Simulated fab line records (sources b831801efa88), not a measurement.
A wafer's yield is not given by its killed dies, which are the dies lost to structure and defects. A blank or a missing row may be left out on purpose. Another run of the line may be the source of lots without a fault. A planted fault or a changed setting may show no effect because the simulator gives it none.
Which tool is to blame?    flow gf180mcu    14 lots with 42 wafers sampled at 2 steps, on a route of 602 steps

WHAT EACH GAUGE READ, for each wafer
GF_V1_OVL_MEAS_15.
lot   measured      on          V1_OVL (nm)
L188  day 18 20:47  overlay-01  6 3 4
L189  day 19 04:33  overlay-02  3 2 3
L190  day 19 12:10  overlay-02  5 5 4
L191  day 19 15:03  overlay-01  -3 -2 -5
L192  day 20 08:35  overlay-02  4 -1 1
L194  day 20 21:41  overlay-02  -2 3 -4
L195  day 21 03:46  overlay-01  9 4 7
L197  day 21 18:19  overlay-02  -5 -4 -3
L198  day 22 04:05  overlay-02  1 8 6
L199  day 22 13:07  overlay-02  -2 4 -1
L200  day 23 04:41  overlay-02  -4 3 -1
L201  day 23 08:56  overlay-02  11 11 10
L209  day 25 23:14  overlay-01  7 3 6
L210  day 26 00:06  overlay-01  -2 9 1

TOOL THAT RAN EACH LOT (tool first, then ch and the chambers of the sampled wafers, then the start)
lot   GF_M1_SPUTTER_01
L188  pvdSputter-03, day 16 19:59
L189  pvdSputter-01, day 17 03:18
L190  pvdSputter-04, day 17 10:17
L191  pvdSputter-03, day 17 13:23
L192  pvdSputter-04, day 18 05:33
L194  pvdSputter-01, day 18 19:44
L195  pvdSputter-04, day 19 02:20
L197  pvdSputter-01, day 19 15:59
L198  pvdSputter-04, day 20 03:32
L199  pvdSputter-04, day 20 11:23
L200  pvdSputter-04, day 21 04:41
L201  pvdSputter-01, day 21 09:26
L209  pvdSputter-01, day 24 02:11
L210  pvdSputter-04, day 24 03:37
- GF_M1_SPUTTER_01: material TiN, target thk 30 nm, time 25 s.

AS READ BY THE TOOLS THEMSELVES (means over the sampled wafers that have a number; for cases with no such wafer, the mark the record gives instead)
GF_M1_SPUTTER_01.
lot   tool           throttleValvePct (%)
L188  pvdSputter-03  30.1
L189  pvdSputter-01  30.2
L190  pvdSputter-04  29.3
L191  pvdSputter-03  29.8
L192  pvdSputter-04  29.8
L194  pvdSputter-01  29.9
L195  pvdSputter-04  30.6
L197  pvdSputter-01  29.9
L198  pvdSputter-04  30.7
L199  pvdSputter-04  30.6
L200  pvdSputter-04  29.3
L201  pvdSputter-01  30.1
L209  pvdSputter-01  29.9
L210  pvdSputter-04  31.9

THE ANSWER, worked out from the rows above alone
Rule: what is usual is taken from the lots themselves. Put in order of their means at a reading, lots are off if they are a third of the lots or fewer, leave a main group of 4 or more, and stand apart from it by a gap of 3 or more times the standard deviation of the main group's means; of several such gaps the widest counts. A main group is skipped when, at the precision printed for the reading in the tables above, its means are all equal. A lot without any number at a reading at which 4 lots or more have one is off too. Any other lot the step has rows for is counted as sound. First the gauges in route order, then the tools' own readings, where a lot's mean is used as printed above. At the first step where some lot is off, the reading lying furthest off is the one used; lots without a number count as furthest.
None of the lots is off at any reading shown; this tells nothing.

WHAT WAS PUT IN BY THE SIMULATOR
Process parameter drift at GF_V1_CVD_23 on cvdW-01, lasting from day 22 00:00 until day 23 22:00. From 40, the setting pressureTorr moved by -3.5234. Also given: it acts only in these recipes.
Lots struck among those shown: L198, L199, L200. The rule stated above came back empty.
